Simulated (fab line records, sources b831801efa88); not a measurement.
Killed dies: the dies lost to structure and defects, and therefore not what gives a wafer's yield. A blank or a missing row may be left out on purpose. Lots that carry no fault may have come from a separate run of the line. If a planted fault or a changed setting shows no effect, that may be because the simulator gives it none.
What tool caused it?    flow sky130    36 wafers from 12 lots sampled at 5 of the route's 708 steps

WHAT EACH GAUGE READ, for each wafer
Not one reading of a measure or inspect step in the record can be checked against a usual standard deviation.

WHAT TOOL EACH LOT RAN ON (gives the tool, then ch and the chambers of the sampled wafers, and finally the start)
lot   SKY_METAL3_SPUTTER_01         SKY_METAL3_SPUTTER_03         SKY_METAL3_SPUTTER_04         SKY_METAL5_SPUTTER_00         SKY_PAD_OPEN_PROBE_99
L965  pvd sputter-03, day 36 00:20  pvd sputter-03, day 36 00:24  pvd sputter-03, day 36 00:25  pvd sputter-02, day 42 13:08  -
L966  pvd sputter-02, day 36 17:29  pvd sputter-02, day 36 17:33  pvd sputter-02, day 36 17:34  pvd sputter-04, day 43 04:45  -
L967  pvd sputter-03, day 37 07:32  pvd sputter-03, day 37 07:35  pvd sputter-03, day 37 07:37  pvd sputter-02, day 43 17:47  -
L968  pvd sputter-03, day 37 13:28  pvd sputter-03, day 37 13:31  pvd sputter-03, day 37 13:32  pvd sputter-02, day 43 21:54  -
L969  pvd sputter-03, day 37 19:17  pvd sputter-03, day 37 19:21  pvd sputter-03, day 37 19:22  pvd sputter-04, day 44 04:59  -
L970  pvd sputter-01, day 37 23:01  pvd sputter-01, day 37 23:04  pvd sputter-01, day 37 23:05  pvd sputter-04, day 44 06:56  -
L971  pvd sputter-03, day 38 05:23  pvd sputter-03, day 38 05:27  pvd sputter-03, day 38 05:28  pvd sputter-02, day 44 12:53  -
L972  pvd sputter-01, day 38 13:41  pvd sputter-01, day 38 13:45  pvd sputter-01, day 38 13:46  pvd sputter-02, day 44 18:49  -
L975  pvd sputter-02, day 39 20:19  pvd sputter-02, day 39 20:22  pvd sputter-02, day 39 20:23  pvd sputter-02, day 45 20:34  -
L977  pvd sputter-02, day 40 04:55  pvd sputter-02, day 40 04:59  pvd sputter-02, day 40 05:00  pvd sputter-02, day 46 05:19  prober-02, day 48 19:16
L987  pvd sputter-02, day 42 20:37  pvd sputter-02, day 42 20:40  pvd sputter-02, day 42 20:41  pvd sputter-04, day 48 10:55  -
L988  pvd sputter-02, day 43 16:58  pvd sputter-02, day 43 17:02  pvd sputter-02, day 43 17:03  pvd sputter-03, day 49 03:19  -
- SKY_METAL3_SPUTTER_01: material TiN, target thk 20 nm, time 16.7 s.
- SKY_METAL3_SPUTTER_03: material Ti, target thk 5 nm, time 3.3 s.
- SKY_METAL3_SPUTTER_04: material TiN, target thk 70 nm, time 58.3 s.
- SKY_METAL5_SPUTTER_00: material Ti, target thk 15 nm, time 10 s.
- SKY_PAD_OPEN_PROBE_99

AS READ BY THE TOOLS THEMSELVES (means over the sampled wafers that have a number; for cases with no such wafer, the mark the record gives instead)
SKY_METAL3_SPUTTER_01.
lot   tool            throttle valve pct (%)
L965  pvd sputter-03  29.0
L966  pvd sputter-02  28.8
L967  pvd sputter-03  28.9
L968  pvd sputter-03  29.9
L969  pvd sputter-03  29.9
L970  pvd sputter-01  29.9
L971  pvd sputter-03  28.2
L972  pvd sputter-01  29.8
L975  pvd sputter-02  29.7
L977  pvd sputter-02  28.9
L987  pvd sputter-02  29.3
L988  pvd sputter-02  28.8

SKY_METAL3_SPUTTER_03.
lot   tool            throttle valve pct (%)
L965  pvd sputter-03  29.0
L966  pvd sputter-02  28.7
L967  pvd sputter-03  28.9
L968  pvd sputter-03  30.0
L969  pvd sputter-03  29.8
L970  pvd sputter-01  29.8
L971  pvd sputter-03  28.0
L972  pvd sputter-01  29.7
L975  pvd sputter-02  29.7
L977  pvd sputter-02  28.8
L987  pvd sputter-02  29.4
L988  pvd sputter-02  28.7

SKY_METAL3_SPUTTER_04.
lot   tool            throttle valve pct (%)
L965  pvd sputter-03  29.1
L966  pvd sputter-02  28.9
L967  pvd sputter-03  28.9
L968  pvd sputter-03  30.1
L969  pvd sputter-03  30.1
L970  pvd sputter-01  29.9
L971  pvd sputter-03  28.0
L972  pvd sputter-01  29.9
L975  pvd sputter-02  29.6
L977  pvd sputter-02  28.8
L987  pvd sputter-02  29.3
L988  pvd sputter-02  28.8

SKY_METAL5_SPUTTER_00.
lot   tool            throttle valve pct (%)
L965  pvd sputter-02  28.4
L966  pvd sputter-04  30.1
L967  pvd sputter-02  28.8
L968  pvd sputter-02  27.0
L969  pvd sputter-04  29.4
L970  pvd sputter-04  30.3
L971  pvd sputter-02  29.3
L972  pvd sputter-02  27.7
L975  pvd sputter-02  28.3
L977  pvd sputter-02  28.8
L987  pvd sputter-04  29.7
L988  pvd sputter-03  29.7

SKY_PAD_OPEN_PROBE_99.
lot   tool       defect limited yield (%)  killed_at_M0_to_M3  killed_at_M4_up  killed at contacts  killed at front end  killed at other  killed dies  killed on rim  killed open  killed short  sort_bin_3_pad_short (%)  sort_bin_5_function (%)  sort_bin_6_memory (%)  sort n pass  sort yield pct (%)
L977  prober-02  77.5                      43                  26.3             24                  17                   0.7              111          19             50           41            2.1                       13.8                     6.7                    381          77.5

THE ANSWER, worked out from the rows above alone
Rule: the lots themselves supply what counts as usual. Put in order of their means at a reading, lots are off if they are a third of the lots or fewer, leave a main group of 4 or more, and stand apart from it by a gap of 3 or more times the standard deviation of the main group's means; of several such gaps the widest counts. Not used: any main group whose means are identical at the precision the tables above print for the reading. Also off: a lot with no number at a reading for which 4 or more lots have one. Where the step has rows for the other lots, those lots are counted as sound. Order of review: gauges by route order, followed by the tools' own readings, for which a lot's mean as printed above is used. At the first step where some lot is off, the reading lying furthest off is the one used; lots without a number count as furthest.
No lot is off on any of the readings shown, so nothing can be concluded from this.

WHAT WAS PUT IN BY THE SIMULATOR
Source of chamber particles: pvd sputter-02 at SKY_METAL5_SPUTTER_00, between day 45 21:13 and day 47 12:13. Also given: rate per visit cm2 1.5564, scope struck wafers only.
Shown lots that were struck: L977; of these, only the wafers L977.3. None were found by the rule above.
